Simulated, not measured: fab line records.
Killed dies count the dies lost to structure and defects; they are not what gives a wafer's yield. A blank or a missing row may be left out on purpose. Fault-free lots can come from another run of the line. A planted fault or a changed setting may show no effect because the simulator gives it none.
The tool behind it: which one? ; flow gf180mcu ; Sampling: 12 lots, 36 wafers, 5 of 602 route steps

## WHAT EACH GAUGE READ, for each wafer
GF_CONTACT_RS_MEAS_25: the measuring method here is four-point-probe. Usual: CONTACT_W_RS gives 0.380 ohm/sq (standard deviation 0.0061).
lot;measured;on;CONTACT_W_RS (ohm/sq);flag
L824;day 16 13:56;film metro-04;0.372 0.385 0.374;
L827;day 17 18:22;film metro-02;0.330 0.323 0.322;OFF
L829;day 18 09:55;film metro-02;0.320 0.328 0.324;OFF
L835;day 20 12:12;film metro-04;0.380 0.379 0.380;
L838;day 21 16:06;film metro-01;0.369 0.368 0.382;
L839;day 22 07:50;film metro-01;0.379 0.378 0.382;
L840;day 22 23:44;film metro-01;0.383 0.372 0.370;
L843;day 23 17:16;film metro-04;0.389 0.385 0.386;
L842;day 23 18:11;film metro-01;0.383 0.387 0.386;
L844;day 23 21:01;film metro-02;0.380 0.382 0.368;
L845;day 24 11:39;film metro-01;0.381 0.381 0.388;
L846;day 24 13:59;film metro-01;0.383 0.387 0.386;

GF_CONTACT_THK_MEAS_26: measures by xrf. Usual: CONTACT_W_THK gives 288 nm (standard deviation 4.9).
lot;measured;on;CONTACT_W_THK (nm);flag
L824;day 16 14:03;film metro-04;295 286 292;
L827;day 17 18:28;film metro-02;332 340 340;OFF
L829;day 18 10:02;film metro-02;347 338 343;OFF
L835;day 20 12:19;film metro-04;291 291 289;
L838;day 21 16:13;film metro-01;292 294 283;
L839;day 22 07:56;film metro-01;285 286 283;
L840;day 22 23:51;film metro-01;284 292 290;
L843;day 23 17:23;film metro-04;285 286 286;
L842;day 23 18:18;film metro-01;284 281 280;
L844;day 23 21:07;film metro-02;290 289 298;
L845;day 24 11:46;film metro-01;284 286 279;
L846;day 24 14:05;film metro-01;284 280 280;

## WHICH TOOL RAN EACH LOT (tool, then ch and the chambers of the sampled wafers, then the start)
lot;GF_CONTACT_CVD_02;GF_CONTACT_STRIP_18;GF_CONTACT_CVD_24
L824;pecvd-01 ch 0,2, day 15 14:01;plasma asher-02 ch 0,1, day 16 13:25;cvd w-02 ch 0,1, day 16 13:50
L827;pecvd-01 ch 0,1,2, day 16 17:59;plasma asher-03 ch 0,1, day 17 17:50;cvd w-02 ch 0,1, day 17 18:16
L829;pecvd-01 ch 0,1,2, day 17 08:58;plasma asher-02 ch 0,1, day 18 09:23;cvd w-02 ch 0,1, day 18 09:47
L835;pecvd-04 ch 1,2, day 19 10:19;plasma asher-01 ch 0, day 20 11:35;cvd w-02 ch 1, day 20 12:01
L838;pecvd-01 ch 1,2, day 20 14:47;plasma asher-02 ch 0,1, day 21 15:35;cvd w-02 ch 0,1, day 21 15:59
L839;pecvd-04 ch 0,2, day 21 06:20;plasma asher-03 ch 0,1, day 22 07:19;cvd w-02 ch 1, day 22 07:43
L840;pecvd-02 ch 0,1,2, day 21 22:35;plasma asher-01 ch 0,1, day 22 23:14;cvd w-02 ch 0,1, day 22 23:38
L843;pecvd-02 ch 0,2, day 22 16:47;plasma asher-01 ch 0,1, day 23 16:46;cvd w-01 ch 0,1, day 23 17:10
L842;pecvd-02 ch 0,2, day 22 17:43;plasma asher-01 ch 0,1, day 23 17:41;cvd w-01 ch 0,1, day 23 18:05
L844;pecvd-01 ch 1,2, day 22 21:16;plasma asher-03 ch 0,1, day 23 20:31;cvd w-02 ch 0,1, day 23 20:55
L845;pecvd-01 ch 0,1,2, day 23 10:53;plasma asher-03 ch 0,1, day 24 11:08;cvd w-01 ch 0,1, day 24 11:32
L846;pecvd-02 ch 0,2, day 23 13:56;plasma asher-02 ch 1, day 24 13:28;cvd w-01 ch 0,1, day 24 13:52
- GF_CONTACT_CVD_02: deposits SiO2 from TEOS, target thk 860 nm, time 95.992 s.
- GF_CONTACT_STRIP_18: strips in O2/N2.
- GF_CONTACT_CVD_24: deposits W, target thk 300 nm, time 90.339 s.

## WHAT THE TOOLS THEMSELVES READ (means of the sampled wafers that have a number; where no wafer has one, the mark that the record gives instead)
GF_CONTACT_CVD_02. Usual: heater power w 628 W, standard deviation 74.
lot;tool;heater power w (W);flag
L824;pecvd-01;637;
L827;pecvd-01;632;
L829;pecvd-01;652;
L835;pecvd-04;681;
L838;pecvd-01;628;
L839;pecvd-04;746;
L840;pecvd-02;610;
L843;pecvd-02;628;
L842;pecvd-02;642;
L844;pecvd-01;587;
L845;pecvd-01;651;
L846;pecvd-02;606;

GF_CONTACT_STRIP_18. Usual: drypump motor current A 5.7 A, standard deviation 0.5; heater power w 338 W, standard deviation 26; oes product au 0.580 a.u., standard deviation 0.0048.
lot;tool;drypump motor current A (A);heater power w (W);oes product au (a.u.);flag
L824;plasma asher-02;5.5;334;0.578;
L827;plasma asher-03;5.2;328;0.580;
L829;plasma asher-02;5.5;324;0.576;
L835;plasma asher-01;6.7;331;0.579;
L838;plasma asher-02;5.5;328;0.578;
L839;plasma asher-03;5.4;315;0.581;
L840;plasma asher-01;6.4;355;0.571;
L843;plasma asher-01;6.0;374;0.578;
L842;plasma asher-01;6.0;370;0.583;
L844;plasma asher-03;5.4;319;0.583;
L845;plasma asher-03;5.2;329;0.578;
L846;plasma asher-02;5.4;315;0.578;

GF_CONTACT_CVD_24. Usual: heater power w 932 W, standard deviation 91.
lot;tool;heater power w (W);flag
L824;cvd w-02;886;
L827;cvd w-02;900;
L829;cvd w-02;886;
L835;cvd w-02;800;
L838;cvd w-02;905;
L839;cvd w-02;797;
L840;cvd w-02;880;
L843;cvd w-01;977;
L842;cvd w-01;1020;
L844;cvd w-02;850;
L845;cvd w-01;971;
L846;cvd w-01;1008;

## THE ANSWER, worked out from the rows above alone
Rule: a lot is off if the mean of its wafers that have a number lies more than 3 standard deviations from the usual mean. Also off: a lot with no number at a reading for which 4 or more lots have one. Where the step has rows for the other lots, those lots are counted as sound. First the gauges in route order, then the tools' own readings, where a lot's mean is used as printed above. At the first step where some lot is off, the reading lying furthest off is the one used; lots without a number count as furthest.
Off: L827, L829, seen at GF_CONTACT_RS_MEAS_25 (CONTACT_W_RS).
A tool fits if, at a process step before that reading, it ran every lot that is off, and no sound lot after the first of them. Those tools and the gauges at GF_CONTACT_RS_MEAS_25 are tried in the same way. Of those tried, none fits.

## WHAT HAD BEEN PUT IN BY THE SIMULATOR
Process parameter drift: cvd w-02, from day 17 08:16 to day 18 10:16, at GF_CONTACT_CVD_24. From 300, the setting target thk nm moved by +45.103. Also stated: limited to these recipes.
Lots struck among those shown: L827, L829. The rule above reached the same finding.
